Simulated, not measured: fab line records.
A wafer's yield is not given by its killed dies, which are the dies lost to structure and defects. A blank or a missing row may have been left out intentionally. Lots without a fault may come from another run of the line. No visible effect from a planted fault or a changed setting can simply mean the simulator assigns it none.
Which of the tools did it? | flow gf180mcu | 33 wafers from 11 lots sampled at 4 of the route's 602 steps

WHAT EACH GAUGE READ, for each wafer
GF_V2_RS_MEAS_24: measurement is done with a four-point probe.
lot  | measured     | on            | V2_W_RS (ohm/sq)
L580 | day 21 18:13 | film metro-02 | 0.324 0.238 0.325
L582 | day 22 18:33 | film metro-04 | 0.326 0.327 0.239
L588 | day 24 20:17 | film metro-04 | 0.327 0.324 0.328
L589 | day 25 03:59 | film metro-03 | 0.330 0.326 0.329
L590 | day 25 07:35 | film metro-04 | 0.325 0.324 0.327
L592 | day 25 21:08 | film metro-02 | 0.323 0.328 0.325
L593 | day 26 03:59 | film metro-04 | 0.329 0.332 0.330
L594 | day 26 10:32 | film metro-04 | 0.328 0.325 0.327
L596 | day 27 00:36 | film metro-02 | 0.329 0.333 0.326
L598 | day 27 14:58 | film metro-03 | 0.327 0.327 0.329
L599 | day 27 23:11 | film metro-02 | 0.323 0.326 0.323

EACH LOT AND THE TOOL THAT RAN IT (in order: tool; ch and the chambers of the sampled wafers; start)
lot  | GF_M2_SPUTTER_02             | GF_V2_SPUTTER_22             | GF_V2_CVD_23
L580 | pvd sputter-03, day 19 15:31 | pvd sputter-04, day 21 18:04 | cvd w-02 ch 0,1, day 21 18:06
L582 | pvd sputter-03, day 20 17:25 | pvd sputter-02, day 22 18:23 | cvd w-02 ch 0,1, day 22 18:25
L588 | pvd sputter-01, day 22 21:05 | pvd sputter-04, day 24 20:08 | cvd w-02 ch 0, day 24 20:11
L589 | pvd sputter-03, day 23 04:41 | pvd sputter-03, day 25 03:47 | cvd w-02 ch 0,1, day 25 03:52
L590 | pvd sputter-03, day 23 09:35 | pvd sputter-03, day 25 07:26 | cvd w-01 ch 0,1, day 25 07:28
L592 | pvd sputter-01, day 23 22:48 | pvd sputter-02, day 25 20:59 | cvd w-01 ch 0,1, day 25 21:02
L593 | pvd sputter-04, day 24 06:15 | pvd sputter-04, day 26 03:43 | cvd w-02 ch 0, day 26 03:45
L594 | pvd sputter-03, day 24 12:29 | pvd sputter-04, day 26 10:16 | cvd w-02 ch 0, day 26 10:19
L596 | pvd sputter-04, day 25 04:12 | pvd sputter-03, day 27 00:25 | cvd w-02 ch 0,1, day 27 00:29
L598 | pvd sputter-04, day 25 19:34 | pvd sputter-02, day 27 14:49 | cvd w-01 ch 0,1, day 27 14:52
L599 | pvd sputter-01, day 26 04:08 | pvd sputter-04, day 27 22:59 | cvd w-01 ch 0,1, day 27 23:04
- GF_M2_SPUTTER_02: material AlCu, target thk 450 nm, time 23.9 s.
- GF_V2_SPUTTER_22: material TiN, target thk 10 nm, time 40 s.
- GF_V2_CVD_23: deposits W, target thk 350 nm, time 104.94 s.

THE ANSWER, worked out from the rows above alone
Rule: the usual values come from the lots themselves. Put in order of their means at a reading, lots are off if they are a third of the lots or fewer, leave a main group of 4 or more, and stand apart from it by a gap of 3 or more times the standard deviation of the main group's means; of several such gaps the widest counts. A main group whose means are all the same, to the digits that the tables above print for the reading, isn't used. Also off: a lot with no number at a reading for which 4 or more lots have one. Where the step has rows for the other lots, those lots are counted as sound.
Off: L580, L582, seen at GF_V2_RS_MEAS_24 (V2_W_RS). The main group: mean 0.327 ohm/sq, standard deviation 0.0019.
If a tool, at a process step before that reading, ran all the lots that are off and no sound lot after the first of them, it fits. Gauges at GF_V2_RS_MEAS_24: tried the same way as those tools. Of those tried, none fits.

WHAT THE SIMULATOR HAD INSERTED
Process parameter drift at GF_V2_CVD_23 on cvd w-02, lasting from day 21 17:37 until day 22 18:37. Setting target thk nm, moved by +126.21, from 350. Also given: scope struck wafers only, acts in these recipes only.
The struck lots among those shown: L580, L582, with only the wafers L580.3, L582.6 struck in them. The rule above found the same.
